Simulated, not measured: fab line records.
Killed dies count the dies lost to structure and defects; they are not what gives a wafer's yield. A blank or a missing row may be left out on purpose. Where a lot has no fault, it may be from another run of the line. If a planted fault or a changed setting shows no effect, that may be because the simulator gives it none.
A struck lot beside a sound one ; flow sky130 ; 22 steps out of a route of 708
Sound: wafers L984.1, L984.2, L984.5. Wafers struck: L986.1, L986.5, L986.6. The cause is given at the end.
At each step with rows: each side's tool, then ch and its chambers, then its first start. Under that, the readings that differ: sound wafers ; struck wafers ; difference of the means ; sigmas: that difference in standard deviations of wafers without a fault.
alike: same words and numbers on both sides, and readings whose means sit less than 2 such deviations apart. not compared: any withheld reading, any reading some wafer has no value for, any bound like >300 that may hide the same value, and any number with overlapping values for which the record gives no deviation.
The two part at a step that has a row with sigmas, a row that says differs or no value, or rows on one side only. Numbers that have no deviation but don't overlap get no sigmas and don't part them. A reading missing from all wafers of one side parts the sides only when that side holds two or more wafers.

SKY_METAL3_SPUTTER_00: material Ti, target thk 15 nm, time 10 s.
  sound on pvd_sputter-01 at day 40 13:30; struck on pvd_sputter-01 at day 41 05:46
  alike: chamber_pressure_pa, throttle_valve_pct
SKY_METAL3_SPUTTER_01: material TiN, target thk 20 nm, time 16.7 s.
  sound on pvd_sputter-01 at day 40 13:32; struck on pvd_sputter-01 at day 41 05:47
  alike: chamber_pressure_pa, throttle_valve_pct
then, 1 step without rows for these wafers: SKY_METAL3_SPUTTER_02 (material AlCu, target thk 735 nm, time 39.1 s).
SKY_METAL3_SPUTTER_03: material Ti, target thk 5 nm, time 3.3 s.
  sound on pvd_sputter-01 at day 40 13:35; struck on pvd_sputter-01 at day 41 05:50
  alike: chamber_pressure_pa, throttle_valve_pct
SKY_METAL3_SPUTTER_04: material TiN, target thk 70 nm, time 58.3 s.
  sound on pvd_sputter-01 at day 40 13:37; struck on pvd_sputter-01 at day 41 05:52
  alike: chamber_pressure_pa, throttle_valve_pct
then, 1 step without rows for these wafers: SKY_CAPM_CVD_00 (deposits SiO2, target thk 15.5 nm).
SKY_CAPM_THK_MEAS_01:
  sound on film_metro-04 at day 40 13:41; struck on film_metro-01 at day 41 05:56
  alike: CAPM_CVD_00_THK
SKY_CAPM_SPUTTER_02: material TiN, target thk 200 nm, time 159.7 s.
  sound on pvd_sputter-04 at day 40 13:44; struck on pvd_sputter-04 at day 41 05:59
  alike: chamber_pressure_pa, throttle_valve_pct
SKY_CAPM_RS_MEAS_03: a four-point-probe measurement.
  sound on film_metro-01 at day 40 13:51; struck on film_metro-02 at day 41 06:06
  alike: CAPM_TIN_RS
SKY_CAPM_THK_MEAS_04: measures by xrf.
  sound on film_metro-01 at day 40 13:58; struck on film_metro-02 at day 41 06:13
  alike: CAPM_TIN_THK
then, 2 steps without rows for these wafers: SKY_CAPM_DEHYDRATE_05 (time 60 s); SKY_CAPM_HMDS_06 (prime time 60 s).
SKY_CAPM_COAT_07: resist thk 1140 nm.
  sound on litho_track-04 ch 0, day 41 01:53; struck on litho_track-03 ch 0, day 41 17:41
reading;sound;struck;difference;sigmas
spin_speed_rpm (rpm);2999.7 3003.1 2995.7;3148.3 3150.4 3146.4;+148.9;+68
model.NOVOLAK_of_CAPM_COAT_07.thk_nm (nm);1140 1137 1139;1110 1111 1111;-28;
  alike: resist_line_temp_C
then, 4 steps without rows for these wafers: SKY_CAPM_SOFTBAKE_08 (time 60 s); SKY_CAPM_EXPOSE_09 (exposes mask CAPM, target cd 1000 nm); SKY_CAPM_PEB_10; SKY_CAPM_DEVELOP_11 (develop time 60 s).
SKY_CAPM_OVL_MEAS_12:
  sound on overlay-02 at day 41 13:05; struck on overlay-01 at day 42 05:35
  alike: CAPM_OVL
SKY_CAPM_METAL_ETCH_13: etches TiN in Cl2/BCl3, stops on SiO2, target depth 220 nm, time 62.9 s.
  sound on rie_metal-03 ch 0,1, day 41 13:07; struck on rie_metal-03 ch 0,1, day 42 05:38
reading;sound;struck;difference;sigmas
model.NOVOLAK_of_CAPM_COAT_07.thk_nm (nm);988.7 984 991.1;962.7 963.6 958.5;-26.3;
  alike: drypump_motor_current_A, oes_product_au, throttle_valve_pct
  not compared: rf_hours_counter_h
SKY_CAPM_STRIP_14: strips in O2/N2.
  sound on plasma_asher-01 ch 0,1, day 41 13:11; struck on plasma_asher-03 ch 0,1, day 42 05:42
reading;sound;struck;difference;sigmas
strip_time_to_endpoint_s (s);12.61 12.56 12.62;12.29 12.29 12.25;-0.32;-6
  alike: drypump_motor_current_A, oes_product_au
  not compared: rf_hours_counter_h
then, 1 step without rows for these wafers: SKY_CAPM_STRIP_15 (strips in post etch residue remover, time 1200 s).
-- the record jumps here: 7 days lie between the struck wafers' starts before and after (it left off in module CAPM and takes up again in module PAD_OPEN, whose first step shown is number 708 of the route) --
SKY_PAD_OPEN_PROBE_99:
  sound on prober-01 at day 49 01:46; struck on prober-01 at day 49 13:18
  alike: defect_limited_yield, killed_at_M0_to_M3, killed_at_M4_up, killed_at_contacts, killed_at_front_end, killed_at_other, killed_dies, killed_open, killed_short, sort_bin_3_pad_short, sort_bin_5_function, sort_bin_6_memory, sort_bin_8_speed, sort_n_pass, sort_yield_pct

== WHERE THEY PART ==
Last at SKY_CAPM_STRIP_14 as far as this record goes, first at SKY_CAPM_COAT_07. Later steps at which nothing parts them and some readings are alike: SKY_PAD_OPEN_PROBE_99.

WHY: what the simulator had put in
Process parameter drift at SKY_CAPM_COAT_07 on litho_track-03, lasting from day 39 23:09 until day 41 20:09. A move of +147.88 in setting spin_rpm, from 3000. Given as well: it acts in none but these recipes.
